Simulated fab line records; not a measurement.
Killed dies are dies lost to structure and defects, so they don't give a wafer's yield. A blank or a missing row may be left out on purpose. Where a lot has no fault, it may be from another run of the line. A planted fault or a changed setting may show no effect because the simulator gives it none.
fab line records	flow sky130
[record] lots = 6	wafers = 18	lastDay = 50
route steps=708 shown VIA2@522 METAL3@532 CAPM@537 PAD_OPEN@708
lots that met no fault: from a run of the same line without faults
startH: hours from the record's first day to the start of the lot's first wafer shown	waitH: time in hours since the lot's previous step	" same as the row above	L1.1+2: a row that stands for several wafers	- value missing, or start not given	* or withheld: withheld	< > ~ a bound
route shown NAME@n: NAME is a module with steps in the file, n the number in the route of the first one	usual: average and standard deviation across the fault-free wafers	same: alike in all rows	chamber/n: place in a boat	sites: per-site readings	_std_site: their standard deviation	_edge_site: inner sites' mean taken away from outer sites' mean	radiusMm: how far each site lies from the wafer's centre	mask NAME#n: copy n	behind: tool/chamber where the wafer was last shaped	hold: the reason the lot was held/the length of the hold in hours/how it ended	device: names the non-switching transistor (n, p or np)	end of line: tests of these same wafers at the route's end	a step with no rows: only its recipe	killed: at the first sort, the dies lost to defects and structure; wafer yield is something else	map: the dies of a wafer, with x for killed, . for not killed, _ for no die there
set.NAME: the setting that was run; set.NAME@STEP: the one run at that earlier step	model.NAME: the simulator's own value behind a step, which no gauge read
lots at some steps of the route; a table a step, a row a wafer
services: a tool's chamber out of use, with start hour (startH, from the record's first day; less than 0 if before it), hours out, and reason
[[steps]]
[step SKY_VIA2_ETCH_15]
[recipe] target = SiO2	chemistry = C4F8/O2/Ar	targetDepthNm = 546	stopOn = TiN	maskMaterial = KrF-thick	sourceW = 1500	biasW = 1200	pressureMtorr = 40	c4f8FlowSccm = withheld	O2_flow_sccm = 6	Ar_flow_sccm = 300	timeS = 84
[usual] oesProductAu = 0.939/0.0048
lot.wafer	tool	chamber	startH	waitH	oesProductAu	rfHoursCounterH
L405.4	rieDiel-01	2	869.60	0.0	0.940	18
L405.5	"	0	"	"	0.945	-
L405.6	"	1	"	"	0.939	-
L406.1	rieDiel-01	0	883.32	0.0	0.934	8
L406.2	"	2	"	"	0.944	18
L406.6	"	0	"	"	0.939	-
L409.1	rieDiel-04	3	912.25	0.0	0.947	2
L409.5	"	1	"	"	0.937	-
L409.6	"	0	"	"	0.935	-
L413.1	rieDiel-02	2	939.70	0.0	0.933	9
L413.4	"	3	"	"	0.937	15
L413.5	"	3	"	"	0.940	-
L415.1	rieDiel-02	0	954.88	0.0	0.937	8
L415.2	"	3	"	"	0.945	16
L415.4	"	2	"	"	0.947	10
L423.2	rieDiel-04	3	998.46	0.0	0.941	5
L423.3	"	1	"	"	0.936	2
L423.5	"	0	"	"	0.938	-
[step SKY_VIA2_STRIP_16]
[recipe] chemistry = O2/N2	powerW = 1400	pressureMtorr = 1500	platenTempC = withheld	o2FlowSccm = 3000	n2FlowSccm = 300	overashFraction = 0.5
[step SKY_VIA2_STRIP_17]
[recipe] chemistry = postEtchResidueRemover	timeS = 1200	tempC = 72.5
[step SKY_VIA2_CLEAN_18]
[recipe] chemistry = IPA	timeS = 180	tempC = 25
[step SKY_VIA2_CLEAN_19]
[recipe] chemistry = O3/DIW	dry = n2Spin
[step SKY_VIA2_SPUTTER_20]
[recipe] material = TiN	targetThkNm = 20	chamberPressurePa = 5	powerW = 4000	timeS = 80
[step SKY_VIA2_CVD_21]
[recipe] material = W	targetThkNm = 420	timeS = 126.4	tempC = 400	pressureTorr = 40
[usual] heaterPowerW = 822/85
lot.wafer	tool	chamber	startH	waitH	heaterPowerW
L405.4	cvdW-01	1	870.40	0.1	810
L405.5	"	0	"	"	827
L405.6	"	1	"	"	808
L406.1	cvdW-02	0	884.06	0.0	965
L406.2	"	1	"	"	736
L406.6	"	0	"	"	999
L409.1	cvdW-02	1	912.97	0.0	758
L409.5	"	1	"	"	741
L409.6	"	0	"	"	964
L413.1	cvdW-02	1	940.85	0.0	741
L413.4	"	1	"	"	746
L413.5	"	1	"	"	755
L415.1	cvdW-01	0	955.63	0.0	780
L415.2	"	0	"	"	779
L415.4	"	0	"	"	774
L423.2	cvdW-01	0	999.22	0.1	789
L423.3	"	0	"	"	775
L423.5	"	0	"	"	777
[step SKY_VIA2_RS_MEAS_22]
[recipe] thkMeasGauge = four-point-probe	reads = W_of_VIA2_CVD_21+TiN_of_VIA2_SPUTTER_20
[usual] VIA2_W_RS = 0.2738/0.0025
lot.wafer	tool	chamber	startH	waitH	VIA2_W_RS[ohm/sq]
L405.4	filmMetro-01	-	870.55	0.1	0.2764
L405.5	"	-	"	"	0.2769
L405.6	"	-	"	"	0.2738
L406.1	filmMetro-03	-	884.19	0.1	0.2717
L406.2	"	-	"	"	0.2696
L406.6	"	-	"	"	0.2743
L409.1	filmMetro-03	-	913.10	0.1	0.2693
L409.5	"	-	"	"	0.2714
L409.6	"	-	"	"	0.2715
L413.1	filmMetro-02	-	940.98	0.1	0.2764
L413.4	"	-	"	"	0.2770
L413.5	"	-	"	"	0.2758
L415.1	filmMetro-01	-	955.89	0.2	0.2712
L415.2	"	-	"	"	0.2705
L415.4	"	-	"	"	0.2682
L423.2	filmMetro-03	-	999.45	0.2	0.2750
L423.3	"	-	"	"	0.2742
L423.5	"	-	"	"	0.2743
[step SKY_VIA2_THK_MEAS_23]
[recipe] thkMeasGauge = xrf	reads = W_of_VIA2_CVD_21
[usual] VIA2_W_THK = 418/5.9
lot.wafer	tool	chamber	startH	waitH	VIA2_W_THK[nm]
L405.4	filmMetro-01	-	870.64	0.1	417
L405.5	"	-	"	"	416
L405.6	"	-	"	"	421
L406.1	filmMetro-03	-	884.31	0.1	427
L406.2	"	-	"	"	429
L406.6	"	-	"	"	420
L409.1	filmMetro-03	-	913.22	0.1	427
L409.5	"	-	"	"	428
L409.6	"	-	"	"	425
L413.1	filmMetro-02	-	941.10	0.1	409
L413.4	"	-	"	"	411
L413.5	"	-	"	"	412
L415.1	filmMetro-01	-	956.01	0.1	426
L415.2	"	-	"	"	425
L415.4	"	-	"	"	428
L423.2	filmMetro-03	-	999.56	0.1	423
L423.3	"	-	"	"	424
L423.5	"	-	"	"	423
[step SKY_VIA2_CMP_24]
[recipe] stopOn = SiO2	tOverpolishS = 20	downForcePsi = 3.5	platenRpm = 60	targetThkNm = 0	padVelocityMS = 0.94248
[step SKY_METAL3_SPUTTER_00]
[recipe] material = Ti	targetThkNm = 15	powerW = 3000	timeS = 10	chamberPressurePa = 0.4
[usual] cathodeDcPowerW = 2999.9/0.58	throttleValvePct = 30.5/0.87
lot.wafer	tool	chamber	startH	waitH	cathodeDcPowerW	throttleValvePct
L405.4	pvdSputter-01	-	870.97	0.1	3000.6	31.9
L405.5	"	-	"	"	2999.5	31.7
L405.6	"	-	"	"	2999.8	29.0
L406.1	pvdSputter-04	-	884.79	0.1	3000.3	30.3
L406.2	"	-	"	"	3000.5	30.9
L406.6	"	-	"	"	2999.8	30.3
L409.1	pvdSputter-03	-	913.58	0.1	3000.0	30.6
L409.5	"	-	"	"	3000.5	30.8
L409.6	"	-	"	"	2999.1	29.3
L413.1	pvdSputter-03	-	941.46	0.2	2999.9	31.3
L413.4	"	-	"	"	2999.6	29.6
L413.5	"	-	"	"	3000.0	29.4
L415.1	pvdSputter-03	-	956.62	0.2	3000.9	29.6
L415.2	"	-	"	"	2999.6	31.6
L415.4	"	-	"	"	3000.1	30.7
L423.2	pvdSputter-01	-	999.95	0.1	2999.7	30.4
L423.3	"	-	"	"	2999.5	30.9
L423.5	"	-	"	"	3000.2	29.2
[step SKY_METAL3_SPUTTER_01]
[recipe] material = TiN	targetThkNm = 20	powerW = 6245	timeS = 16.7	chamberPressurePa = 0.4
[step SKY_METAL3_SPUTTER_02]
[recipe] material = AlCu	targetThkNm = 735	powerW = 10600	timeS = 39.1	chamberPressurePa = 0.4
[usual] cathodeDcPowerW = 10600/2	throttleValvePct = 30.5/0.83
lot.wafer	tool	chamber	startH	waitH	cathodeDcPowerW	throttleValvePct
L405.4	pvdSputter-01	-	871.02	0.0	10601	31.8
L405.5	"	-	"	"	10599	31.5
L405.6	"	-	"	"	10601	29.3
L406.1	pvdSputter-04	-	884.84	0.0	10601	30.1
L406.2	"	-	"	"	10603	30.6
L406.6	"	-	"	"	10599	30.3
L409.1	pvdSputter-03	-	913.62	0.0	10600	30.8
L409.5	"	-	"	"	10602	30.8
L409.6	"	-	"	"	10600	29.3
L413.1	pvdSputter-03	-	941.51	0.0	10600	31.5
L413.4	"	-	"	"	10601	29.4
L413.5	"	-	"	"	10599	29.4
L415.1	pvdSputter-03	-	956.67	0.0	10600	29.6
L415.2	"	-	"	"	10604	31.7
L415.4	"	-	"	"	10603	31.0
L423.2	pvdSputter-01	-	1000.00	0.0	10597	30.3
L423.3	"	-	"	"	10602	30.8
L423.5	"	-	"	"	10603	29.1
[step SKY_METAL3_SPUTTER_03]
[recipe] material = Ti	targetThkNm = 5	powerW = 3000	timeS = 3.3	chamberPressurePa = 0.4
[step SKY_METAL3_SPUTTER_04]
[recipe] material = TiN	targetThkNm = 70	powerW = 6500	timeS = 58.3	chamberPressurePa = 0.4
[step SKY_CAPM_CVD_00]
[recipe] material = SiO2	targetThkNm = 15.5	tempC = 400	timeS = withheld	rfW = 450
[usual] heaterPowerW = 747/130
lot.wafer	tool	chamber	startH	waitH	heaterPowerW
L405.4	pecvd-04	0	871.14	0.0	680
L405.5	"	1	"	"	696
L405.6	"	2	"	"	736
L406.1	pecvd-03	2	884.94	0.0	603
L406.2	"	1	"	"	796
L406.6	"	2	"	"	610
L409.1	pecvd-03	2	913.73	0.0	583
L409.5	"	1	"	"	725
L409.6	"	0	"	"	648
L413.1	pecvd-01	1	941.61	0.0	819
L413.4	"	2	"	"	642
L413.5	"	1	"	"	818
L415.1	pecvd-03	2	956.77	0.0	669
L415.2	"	0	"	"	654
L415.4	"	1	"	"	812
L423.2	pecvd-04	1	1000.10	0.0	681
L423.3	"	2	"	"	686
L423.5	"	2	"	"	702
[step SKY_CAPM_THK_MEAS_01]
[recipe] reads = SiO2_of_CAPM_CVD_00
[usual] CAPM_CVD_00_THK = 15.59/0.23
lot.wafer	tool	chamber	startH	waitH	CAPM_CVD_00_THK[nm]
L405.4	filmMetro-03	-	871.18	-	15.86
L405.5	"	-	"	"	15.95
L405.6	"	-	"	"	15.89
L406.1	filmMetro-04	-	884.96	-	15.76
L406.2	"	-	"	"	15.95
L406.6	"	-	"	"	16.02
L409.1	filmMetro-03	-	913.78	-	15.76
L409.5	"	-	"	"	15.68
L409.6	"	-	"	"	16.01
L413.1	filmMetro-04	-	941.64	-	15.27
L413.4	"	-	"	"	15.91
L413.5	"	-	"	"	15.85
L415.1	filmMetro-04	-	956.80	-	15.61
L415.2	"	-	"	"	15.49
L415.4	"	-	"	"	15.65
L423.2	filmMetro-01	-	1000.13	-	15.14
L423.3	"	-	"	"	15.40
L423.5	"	-	"	"	15.44
[step SKY_CAPM_SPUTTER_02]
[recipe] material = TiN	targetThkNm = 200	tempC = 300	powerW = 6739	timeS = 166.7	chamberPressurePa = 0.4
[usual] cathodeDcPowerW = 6738.9/1.3	throttleValvePct = 29.8/1
lot.wafer	tool	chamber	startH	waitH	cathodeDcPowerW	throttleValvePct
L405.4	pvdSputter-02	-	871.21	0.0	6738.3	29.4
L405.5	"	-	"	"	6738.1	29.3
L405.6	"	-	"	"	6739.1	30.5
L406.1	pvdSputter-03	-	885.02	0.1	6740.6	29.8
L406.2	"	-	"	"	6742.6	31.2
L406.6	"	-	"	"	6737.5	30.5
L409.1	pvdSputter-02	-	913.84	0.1	6740.1	29.7
L409.5	"	-	"	"	6740.8	29.0
L409.6	"	-	"	"	6736.5	27.7
L413.1	pvdSputter-02	-	941.70	0.1	6740.2	30.4
L413.4	"	-	"	"	6737.9	29.6
L413.5	"	-	"	"	6737.7	29.7
L415.1	pvdSputter-02	-	956.86	0.1	6736.6	29.6
L415.2	"	-	"	"	6738.8	28.0
L415.4	"	-	"	"	6737.7	30.4
L423.2	pvdSputter-02	-	1000.18	0.0	6739.0	29.3
L423.3	"	-	"	"	6740.5	30.9
L423.5	"	-	"	"	6736.7	30.4
[step SKY_CAPM_RS_MEAS_03]
[recipe] thkMeasGauge = four-point-probe	reads = TiN_of_CAPM_SPUTTER_02
[usual] CAPM_TIN_RS = 6.66/0.057
lot.wafer	tool	chamber	startH	waitH	CAPM_TIN_RS[ohm/sq]
L405.4	filmMetro-04	-	871.38	0.1	6.67
L405.5	"	-	"	"	6.65
L405.6	"	-	"	"	6.65
L406.1	filmMetro-03	-	885.13	0.1	6.70
L406.2	"	-	"	"	6.61
L406.6	"	-	"	"	6.68
L409.1	filmMetro-03	-	913.95	0.1	6.70
L409.5	"	-	"	"	6.70
L409.6	"	-	"	"	6.72
L413.1	filmMetro-03	-	941.80	0.1	6.64
L413.4	"	-	"	"	6.66
L413.5	"	-	"	"	6.69
L415.1	filmMetro-03	-	956.96	0.1	6.65
L415.2	"	-	"	"	6.63
L415.4	"	-	"	"	6.63
L423.2	filmMetro-01	-	1000.31	0.1	6.61
L423.3	"	-	"	"	6.64
L423.5	"	-	"	"	6.66
[step SKY_CAPM_THK_MEAS_04]
[recipe] thkMeasGauge = xrf	reads = TiN_of_CAPM_SPUTTER_02
[usual] CAPM_TIN_THK = 211.6/1.9
lot.wafer	tool	chamber	startH	waitH	CAPM_TIN_THK[nm]
L405.4	filmMetro-04	-	871.47	0.1	211.4
L405.5	"	-	"	"	211.6
L405.6	"	-	"	"	211.0
L406.1	filmMetro-03	-	885.25	0.1	210.2
L406.2	"	-	"	"	214.5
L406.6	"	-	"	"	211.3
L409.1	filmMetro-03	-	914.07	0.1	208.9
L409.5	"	-	"	"	208.8
L409.6	"	-	"	"	209.1
L413.1	filmMetro-03	-	941.92	0.1	212.4
L413.4	"	-	"	"	212.0
L413.5	"	-	"	"	211.5
L415.1	filmMetro-03	-	957.08	0.1	212.5
L415.2	"	-	"	"	212.6
L415.4	"	-	"	"	213.3
L423.2	filmMetro-01	-	1000.42	0.1	212.0
L423.3	"	-	"	"	211.6
L423.5	"	-	"	"	210.1
[step SKY_CAPM_DEHYDRATE_05]
[recipe] tempC = 200	timeS = 60
[step SKY_CAPM_HMDS_06]
[recipe] primeTimeS = 60	primeTempC = 120
[step SKY_CAPM_COAT_07]
[recipe] resist = NOVOLAK	spinRpm = 3000	resistThkNm = 1140
[step SKY_CAPM_SOFTBAKE_08]
[recipe] tempC = 90	timeS = 60	resist = NOVOLAK
[step SKY_CAPM_EXPOSE_09]
[recipe] maskId = CAPM	na = 0.6	sourceShape = conventional	sigmaOuter = 0.6	polarization = unpolarized	targetCdNm = 1000	doseMj = 159
[step SKY_CAPM_PEB_10]
[recipe] tempC = withheld	timeS = *	resist = NOVOLAK
[step SKY_CAPM_DEVELOP_11]
[recipe] resist = NOVOLAK	developer = TMAH	developTimeS = 60	devTempC = 23
[step SKY_CAPM_OVL_MEAS_12]
[usual] CAPM_OVL = -0.4/1.4
lot.wafer	tool	chamber	startH	waitH	CAPM_OVL[nm]
L405.4	overlay-02	-	896.34	0.1	-1.5
L405.5	"	-	"	"	-1.9
L405.6	"	-	"	"	-1.2
L406.1	overlay-01	-	910.32	0.1	2.3
L406.2	"	-	"	"	1.1
L406.6	"	-	"	"	1.1
L409.1	overlay-01	-	938.37	0.1	0.8
L409.5	"	-	"	"	0.1
L409.6	"	-	"	"	-0.5
L413.1	overlay-01	-	966.10	0.1	-0.7
L413.4	"	-	"	"	-2.1
L413.5	"	-	"	"	-2.7
L415.1	overlay-02	-	981.04	0.1	-2.0
L415.2	"	-	"	"	-0.4
L415.4	"	-	"	"	-0.3
L423.2	overlay-02	-	1023.13	0.1	-0.9
L423.3	"	-	"	"	-1.3
L423.5	"	-	"	"	-2.3
[step SKY_CAPM_METAL_ETCH_13]
[recipe] targetDepthNm = 220	stopOn = SiO2	chemistry = Cl2/BCl3	target = TiN	pressureMtorr = 10	icpW = 900	biasW = 48.5	Cl2_flow_sccm = 60	bcl3FlowSccm = 30	timeS = 62.9
[step SKY_CAPM_STRIP_14]
[recipe] chemistry = O2/N2	powerW = 1400	pressureMtorr = 1500	platenTempC = withheld	o2FlowSccm = 3000	n2FlowSccm = 300	overashFraction = 0.5
[step SKY_CAPM_STRIP_15]
[recipe] chemistry = postEtchResidueRemover	timeS = 1200	tempC = 72.5
[step SKY_CAPM_CLEAN_16]
[recipe] chemistry = IPA	timeS = 180	tempC = 25
[step SKY_CAPM_CLEAN_17]
[recipe] chemistry = O3/DIW	dry = n2Spin
[step SKY_METAL3_DEHYDRATE_05]
[recipe] tempC = 200	timeS = 60
[step SKY_METAL3_HMDS_06]
[recipe] primeTimeS = 60	primeTempC = 120
[step SKY_METAL3_COAT_07]
[recipe] resist = BARC	tempC = withheld	timeS = withheld	spinRpm = 3000	resistThkNm = 60
[step SKY_METAL3_COAT_08]
[recipe] resist = KrF-thick	spinRpm = 3000	resistThkNm = 1140
[step SKY_METAL3_SOFTBAKE_09]
[recipe] tempC = 100	timeS = 90	resist = KrF-thick
[step SKY_METAL3_EXPOSE_10]
[recipe] maskId = MM3	na = 0.68	sourceShape = annular	sigmaInner = 0.4	sigmaOuter = 0.8	targetCdNm = 300	doseMj = 28
[step SKY_METAL3_PEB_11]
[recipe] pebTempC = withheld	pebTimeS = withheld	resist = KrF-thick
[step SKY_METAL3_DEVELOP_12]
[recipe] developTimeS = 60	resist = KrF-thick	devTempC = 21.9
[step SKY_METAL3_CD_MEAS_13]
[recipe] targetCdNm = 300
[usual] cdNm = 300.2/1.3
lot.wafer	tool	chamber	startH	waitH	cdNm
L405.4	cdSem-01	-	922.56	-	299.8
L405.5	"	-	"	"	301.0
L405.6	"	-	"	"	299.8
L406.1	cdSem-01	-	935.95	-	301.1
L406.2	"	-	"	"	301.4
L406.6	"	-	"	"	300.9
L409.1	cdSem-02	-	963.79	-	299.7
L409.5	"	-	"	"	299.7
L409.6	"	-	"	"	299.3
L413.1	cdSem-01	-	990.35	-	300.5
L413.4	"	-	"	"	301.0
L413.5	"	-	"	"	300.7
L415.1	cdSem-01	-	1005.45	-	298.9
L415.2	"	-	"	"	299.0
L415.4	"	-	"	"	298.9
L423.2	cdSem-02	-	1046.22	-	300.3
L423.3	"	-	"	"	300.8
L423.5	"	-	"	"	299.8
[step SKY_PAD_OPEN_PROBE_99]
[usual] defectLimitedYield = 82.6/1.9	killed_at_M0_to_M3 = 43/6.5	killed_at_M4_up = 3.2/1.8	killedAtContacts = 24/5	killedAtFrontEnd = 15/4.1	killedAtOther = 0.3/0.54	killedDies = 85/9.3	killedOpen = 47/7.2	killedShort = 39/5.9	sort_bin_3_pad_short = 0.9/0.4	sort_bin_5_function = 10.3/1.5	sort_bin_6_memory = 6.2/1.2	sortNPass = 407/9.3	sortYieldPct = 82.6/1.9
[same] grossDies = 492	killedAtBackSide = 0	sort_bin_4_leakage[%] = 0	sort_bin_8_speed[%] = 0
lot.wafer	tool	chamber	startH	waitH	defectLimitedYield[%]	killed_at_M0_to_M3	killed_at_M4_up	killedAtContacts	killedAtFrontEnd	killedAtOther	killedDies	killedOpen	killedShort	sort_bin_3_pad_short[%]	sort_bin_5_function[%]	sort_bin_6_memory[%]	sortNPass	sortYieldPct[%]	model.etest.tester.sortNPass	model.etest.tester.sortYieldPct	model.etest.tester.sort_bin_5_pct	model.etest.tester.sort_bin_3_pct
L405.4	prober-02	-	1092.11	0.2	79.1	49	1	26	27	0	103	68	35	1.0	12.0	7.9	389	79.1	389	79.06	11.99	1.016
L405.5	prober-02	-	1092.16	0.2	83.5	44	2	19	16	0	81	47	34	0.4	8.9	7.1	411	83.5	411	83.54	8.943	0.4065
L405.6	prober-02	-	1092.21	0.2	82.9	43	1	29	11	0	84	52	31	1.4	9.8	5.9	408	82.9	408	82.93	9.756	1.423
L406.1	prober-01	-	1104.18	0.1	81.9	47	3	26	13	0	89	52	37	0.8	11.0	6.3	403	81.9	403	81.91	10.98	0.813
L406.2	prober-01	-	1104.23	0.1	86.2	35	4	18	11	0	68	40	28	0.2	8.7	4.9	424	86.2	424	86.18	8.74	0.2033
L406.6	prober-01	-	1104.43	0.2	81.9	43	6	21	19	0	89	39	50	0.4	11.4	6.3	403	81.9	403	81.91	11.38	0.4065
L409.1	prober-02	-	1126.15	0.1	82.5	52	3	18	12	1	86	47	39	0.8	10.4	6.3	406	82.5	406	82.52	10.37	0.813
L409.5	prober-02	-	1126.35	0.2	82.7	44	4	22	14	1	85	48	37	1.6	9.3	6.3	407	82.7	407	82.72	9.35	1.626
L409.6	prober-02	-	1126.40	0.2	86.0	39	3	15	11	1	69	42	26	0.4	10.6	3.0	423	86.0	423	85.98	10.57	0.4065
L413.1	prober-02	-	1146.70	0.1	72.0	94	2	27	14	1	138	51	33	3.0	16.1	8.9	354	72.0	354	71.95	16.06	3.049
L413.4	prober-02	-	1146.85	0.2	77.6	74	2	23	11	0	110	47	30	3.3	12.4	6.7	382	77.6	382	77.64	12.4	3.252
L413.5	prober-02	-	1146.90	0.2	74.8	88	4	23	9	0	124	35	36	2.4	16.3	6.5	368	74.8	368	74.8	16.26	2.439
L415.1	prober-01	-	1159.11	0.1	75.2	83	2	22	15	0	122	50	40	3.0	15.0	6.7	370	75.2	370	75.2	15.04	3.049
L415.2	prober-01	-	1159.16	0.1	72.0	98	3	24	13	0	138	47	37	3.3	16.3	8.5	354	72.0	354	71.95	16.26	3.252
L415.4	prober-01	-	1159.26	0.2	73.0	82	4	32	15	0	133	51	31	3.9	18.3	4.9	359	73.0	359	72.97	18.29	3.862
L423.2	prober-02	-	1189.34	0.1	83.3	42	4	26	10	0	82	44	38	0.6	10.2	5.9	410	83.3	410	83.33	10.16	0.6098
L423.3	prober-02	-	1189.39	0.2	78.9	49	3	29	23	0	104	55	49	1.0	12.8	7.3	388	78.9	388	78.86	12.8	1.016
L423.5	prober-02	-	1189.49	0.2	84.1	44	1	22	10	1	78	41	37	1.4	9.3	5.1	414	84.1	414	84.15	9.35	1.423
// killed by level:class
L405.4 CONTACT:geometricParticle:open=12 VIA2:geometricParticle:open=12 VIA1:geometricParticle:open=10 VIA3:geometricParticle:open=9 FIELD_ISO:geometricParticle:short=7 POLY_GATE:geometricParticle:open=7 FIELD_ISO:geometricParticle:open=6 LOCAL_INTERCONNECT:geometricParticle:short=5
L405.5 VIA1:geometricParticle:open=12 LI_CONTACT:geometricParticle:open=6 CONTACT:geometricParticle:short=6 METAL2:geometricParticle:short=5 POLY_GATE:geometricParticle:open=5 POLY_GATE:geometricParticle:short=5 CONTACT:geometricParticle:open=5 VIA2:geometricParticle:open=5
L405.6 CONTACT:geometricParticle:open=14 VIA3:geometricParticle:open=11 LI_CONTACT:geometricParticle:open=8 VIA1:geometricParticle:open=8 METAL2:geometricParticle:short=5 VIA2:geometricParticle:short=5 VIA1:geometricParticle:short=4 VIA2:geometricParticle:open=4
L406.1 VIA1:geometricParticle:open=14 CONTACT:geometricParticle:open=10 VIA3:geometricParticle:open=8 VIA1:geometricParticle:short=7 LI_CONTACT:geometricParticle:open=5 POLY_GATE:geometricParticle:open=4 POLY_GATE:geometricParticle:short=4 LOCAL_INTERCONNECT:geometricParticle:short=4
L406.2 VIA1:geometricParticle:open=9 LI_CONTACT:geometricParticle:open=6 CONTACT:geometricParticle:open=6 VIA2:geometricParticle:open=4 CONTACT:geometricParticle:short=4 FIELD_ISO:geometricParticle:open=3 POLY_GATE:geometricParticle:short=3 METAL1:geometricParticle:open=3
L406.6 VIA1:geometricParticle:open=9 VIA3:geometricParticle:open=7 LOCAL_INTERCONNECT:geometricParticle:short=7 POLY_GATE:geometricParticle:short=6 FIELD_ISO:geometricParticle:short=5 CONTACT:geometricParticle:open=5 CONTACT:geometricParticle:short=5 VIA1:geometricParticle:short=5
L409.1 VIA1:geometricParticle:open=13 CONTACT:geometricParticle:open=10 VIA1:geometricParticle:short=7 VIA2:geometricParticle:open=7 METAL2:geometricParticle:short=5 VIA3:geometricParticle:open=5 CONTACT:geometricParticle:short=4 METAL1:geometricParticle:short=4
L409.5 VIA1:geometricParticle:open=9 METAL2:geometricParticle:short=8 VIA3:geometricParticle:open=7 LI_CONTACT:geometricParticle:open=7 CONTACT:geometricParticle:open=6 VIA2:geometricParticle:open=6 FIELD_ISO:geometricParticle:open=5 VIA1:geometricParticle:short=5
L409.6 VIA1:geometricParticle:open=13 CONTACT:geometricParticle:short=6 VIA2:geometricParticle:open=6 VIA1:geometricParticle:short=5 VIA3:geometricParticle:open=5 CONTACT:geometricParticle:open=4 POLY_GATE:geometricParticle:open=3 METAL2:geometricParticle:short=3
L413.1 METAL3:unspecified=54 VIA1:geometricParticle:open=11 CONTACT:geometricParticle:open=9 LI_CONTACT:geometricParticle:open=7 VIA2:geometricParticle:open=7 LI_CONTACT:geometricParticle:short=6 VIA1:geometricParticle:short=5 POLY_GATE:geometricParticle:short=4
L413.4 METAL3:unspecified=33 VIA1:geometricParticle:open=15 LI_CONTACT:geometricParticle:open=11 METAL1:geometricParticle:short=5 FIELD_ISO:geometricParticle:short=4 VIA3:geometricParticle:open=4 CONTACT:geometricParticle:open=4 VIA2:geometricParticle:open=4
L413.5 METAL3:unspecified=53 VIA2:geometricParticle:open=8 METAL3:geometricParticle:short=7 LI_CONTACT:geometricParticle:open=7 CONTACT:geometricParticle:open=7 METAL4:geometricParticle:short=4 METAL2:geometricParticle:short=4 VIA1:geometricParticle:open=4
L415.1 METAL3:unspecified=32 VIA1:geometricParticle:open=20 CONTACT:geometricParticle:open=8 LI_CONTACT:geometricParticle:open=7 FIELD_ISO:geometricParticle:short=6 VIA1:geometricParticle:short=6 VIA2:geometricParticle:open=5 VIA2:geometricParticle:short=5
L415.2 METAL3:unspecified=54 VIA2:geometricParticle:open=13 CONTACT:geometricParticle:open=8 LI_CONTACT:geometricParticle:open=7 VIA1:geometricParticle:open=7 METAL2:geometricParticle:short=7 FIELD_ISO:geometricParticle:short=5 LOCAL_INTERCONNECT:geometricParticle:short=4
L415.4 METAL3:unspecified=51 CONTACT:geometricParticle:open=16 VIA2:geometricParticle:open=8 VIA1:geometricParticle:open=7 FIELD_ISO:geometricParticle:open=6 LOCAL_INTERCONNECT:geometricParticle:short=6 LI_CONTACT:geometricParticle:open=5 POLY_GATE:geometricParticle:open=4
L423.2 CONTACT:geometricParticle:open=12 VIA1:geometricParticle:open=10 METAL2:geometricParticle:short=7 LI_CONTACT:geometricParticle:open=6 FIELD_ISO:geometricParticle:open=4 LOCAL_INTERCONNECT:geometricParticle:short=4 CONTACT:geometricParticle:short=4 VIA1:geometricParticle:short=4
L423.3 CONTACT:geometricParticle:open=13 VIA1:geometricParticle:open=12 METAL2:geometricParticle:short=10 FIELD_ISO:geometricParticle:open=6 VIA3:geometricParticle:open=6 FIELD_ISO:geometricParticle:short=5 LOCAL_INTERCONNECT:geometricParticle:short=5 VIA1:geometricParticle:short=5
L423.5 VIA1:geometricParticle:open=13 CONTACT:geometricParticle:open=8 CONTACT:geometricParticle:short=7 METAL2:geometricParticle:short=5 VIA2:geometricParticle:open=5 VIA3:geometricParticle:open=5 METAL1:geometricParticle:short=4 METAL3:geometricParticle:short=4
// map L413.1 (x killed, . not)
__________..x.x.x..._________
________xx............_______
______.x........xxx....._____
_____......x......x......____
____....xxx.......x.......___
___x........x.x............__
__..............x..x....x..._
_x....x..............x.....x.
_......xxx..x...xxx.......x.x
_.....x...x.............x....
_x..x...x.xxxxxxx.....x......
_.xx...x.xxxxxxxx...........x
_...x...xxxxxxxxxx..xxx....xx
_...x..xxxxxxxxxx.x...x......
_...x...xxxxxxxxxx.....x...x.
__.xx...x.xxxxx.x..........._
___.x....xxxxx.x.x.xx...xx.__
____..x...x.x..xx.x.....x.___
_____.......x......x..xx.____
______.......x........xx_____
________.x............_______
__________.........._________
// map L415.2 (x killed, . not)
__________........x._________
________..x.....x....._______
______...x......x......._____
_____...x......xx........____
____......x..x........x...___
___..x.......x......xx.....__
__......x.........x........._
_.xx.x.x.x........x...x...x..
_.......x......x......x......
_.x..xx....xx.x.....x.....x..
_.....xxx..xxxx....xx...x....
_.x....xxxxxxxxx.........x...
_.x.....xxxxxxxxx...x...xx...
_.x..xx..xxxxxxxx....x...x...
_.x....xxxxxxxxx...x...x..xx.
__.....x.xxxxxxxxx........x._
___.x....xxxxxxx...........__
____.x..x....x....x..xxxx.___
_____..x.xx..xxx..x......____
______.x..x.x......xx..._____
________........x..x.._______
__________.........._________
[[services]]
tool	chamber	startH	hours	kind
pecvd-04	-	854.37	0.8	repair
cvdW-02	1	870.12	12.9	repair
pecvd-01	-	877.35	1.2	repair
pecvd-04	-	884.39	2.8	repair
cvdW-02	-	884.43	1.1	repair
cvdW-01	-	889.50	4.3	pm
cvdW-01	-	904.00	14.0	pm
pecvd-01	-	912.68	28.1	pm
pvdSputter-03	1	913.41	-	consumableReplace:kit
pecvd-03	2	920.60	18.5	repair
rieDiel-01	3	924.05	4.1	repair
pvdSputter-02	-	929.54	5.4	repair
pvdSputter-01	-	930.89	0.5	repair
cvdW-02	-	934.49	2.8	pm
rieDiel-04	1	936.15	7.9	repair
rieDiel-01	3	951.06	4.3	repair
cvdW-01	1	953.63	5.4	repair
cvdW-02	0	954.77	8.1	repair
pecvd-04	-	955.46	0.8	repair
pecvd-04	1	955.66	24.8	repair
rieDiel-01	3	972.41	4.2	repair
rieDiel-01	-	975.29	4.3	pm
cvdW-01	1	980.61	25.2	repair
rieDiel-02	3	986.46	13.8	repair
[[key]]
[firstSign] step = SKY_PAD_OPEN_PROBE_99	reading = killed_at_M0_to_M3	direction = up	sigmas = 6.8	usual = 43	struck = 86
[effect] step = SKY_PAD_OPEN_PROBE_99	reading = sort_bin_3_pad_short	direction = up	sigmas = 5.7	usual = 0.9	struck = 3.2
[modelEffect] step = SKY_PAD_OPEN_PROBE_99	value = etest.tester.sortNPass	without = 403	struck = 364.5
metAt SKY_METAL3_SPUTTER_02
struckWafers L413.1,L413.4,L413.5,L415.1,L415.2,L415.4
onsetBetween 913.62 941.51
alsoFits SKY_VIA2_ETCH_15:rieDiel-02,SKY_METAL3_SPUTTER_00:pvdSputter-03
[fault] kind = chamberParticleSource	tool = pvdSputter-03	chamber = -	onsetH = 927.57	steps = SKY_METAL3_SPUTTER_02	ratePerVisitCm2 = 1.0332	endH = 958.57
